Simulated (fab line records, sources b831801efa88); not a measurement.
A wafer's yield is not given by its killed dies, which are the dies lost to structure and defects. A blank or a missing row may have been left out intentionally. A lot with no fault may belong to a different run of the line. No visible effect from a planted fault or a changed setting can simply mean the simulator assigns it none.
Check of tool commonality | flow sky130 | 9 lots and 27 wafers in the sample

REASON IT WAS OPENED
At SKY_VT_ADJUST_LVTN_TW_MEAS_10 the reading VT_ADJUST_LVTN_TW is flagged on 2 of 9 lots. No-fault wafers: 241.2, standard deviation 1.3.
Rule: flag the lot when none of its wafers has a number, or when each of its wafers that has one lies beyond 4 standard deviations from that mean. All remaining lots are regarded as sound.

lot  | measured     | on            | VT_ADJUST_LVTN_TW, wafer by wafer | flag
L413 | day 7 00:33  | film_metro-02 | 243.0 241.7 242.7                 |
L414 | day 7 01:49  | film_metro-02 | 240.8 241.0 242.5                 |
L415 | day 7 07:11  | film_metro-04 | 239.7 239.2 240.4                 |
L416 | day 7 20:04  | film_metro-03 | 240.4 240.5 241.9                 |
L417 | day 8 01:19  | film_metro-03 | 243.1 242.1 243.6                 |
L420 | day 8 20:43  | film_metro-03 | 241.9 242.7 243.1                 |
L422 | day 9 07:53  | film_metro-04 | 242.4 242.6 242.4                 |
L425 | day 10 05:28 | film_metro-02 | 375.7 375.0 374.4                 | FLAGGED
L426 | day 10 11:31 | film_metro-04 | 374.1 373.2 373.7                 | FLAGGED
Flagged lots average 374.4: +133.2 relative to the usual, that is +99 or more standard deviations.

LOT BY LOT: THE TOOL USED
The record keeps 1 process step preceding the reading, out of 708 steps on the route. Each cell gives the tool, then ch followed by the chambers the sampled wafers passed through, then the start.
lot  | flag    | SKY_VT_ADJUST_LVTN_IMPLANT_08
L413 |         | implanter-03 ch 0, day 7 00:18
L414 |         | implanter-03 ch 0, day 7 01:35
L415 |         | implanter-01 ch 0, day 7 06:58
L416 |         | implanter-03 ch 0, day 7 19:50
L417 |         | implanter-04 ch 0, day 8 01:04
L420 |         | implanter-01 ch 0, day 8 20:28
L422 |         | implanter-03 ch 0, day 9 07:41
L425 | FLAGGED | implanter-04 ch 0, day 10 05:13
L426 | FLAGGED | implanter-01 ch 0, day 10 11:17
What these steps do:
- SKY_VT_ADJUST_LVTN_IMPLANT_08
- SKY_VT_ADJUST_LVTN_TW_MEAS_10

FLAGGED AGAINST TOTAL, ONE TOOL AT A TIME (gauges that did the reading follow at the end)
step                          | tool          | lots run | flagged | share of the flagged lots | sound lots run after its first flagged lot
SKY_VT_ADJUST_LVTN_IMPLANT_08 | implanter-01  | 3        | 1       | some                      | 0
SKY_VT_ADJUST_LVTN_IMPLANT_08 | implanter-03  | 4        | 0       | none                      | -
SKY_VT_ADJUST_LVTN_IMPLANT_08 | implanter-04  | 2        | 1       | some                      | 0
SKY_VT_ADJUST_LVTN_TW_MEAS_10 | film_metro-02 | 3        | 1       | some                      | 0
SKY_VT_ADJUST_LVTN_TW_MEAS_10 | film_metro-03 | 3        | 0       | none                      | -
SKY_VT_ADJUST_LVTN_TW_MEAS_10 | film_metro-04 | 3        | 1       | some                      | 0

WHAT THE TABLE PERMITS
No row of the table ran every flagged lot.

WHAT THE SIMULATOR HAD PUT IN
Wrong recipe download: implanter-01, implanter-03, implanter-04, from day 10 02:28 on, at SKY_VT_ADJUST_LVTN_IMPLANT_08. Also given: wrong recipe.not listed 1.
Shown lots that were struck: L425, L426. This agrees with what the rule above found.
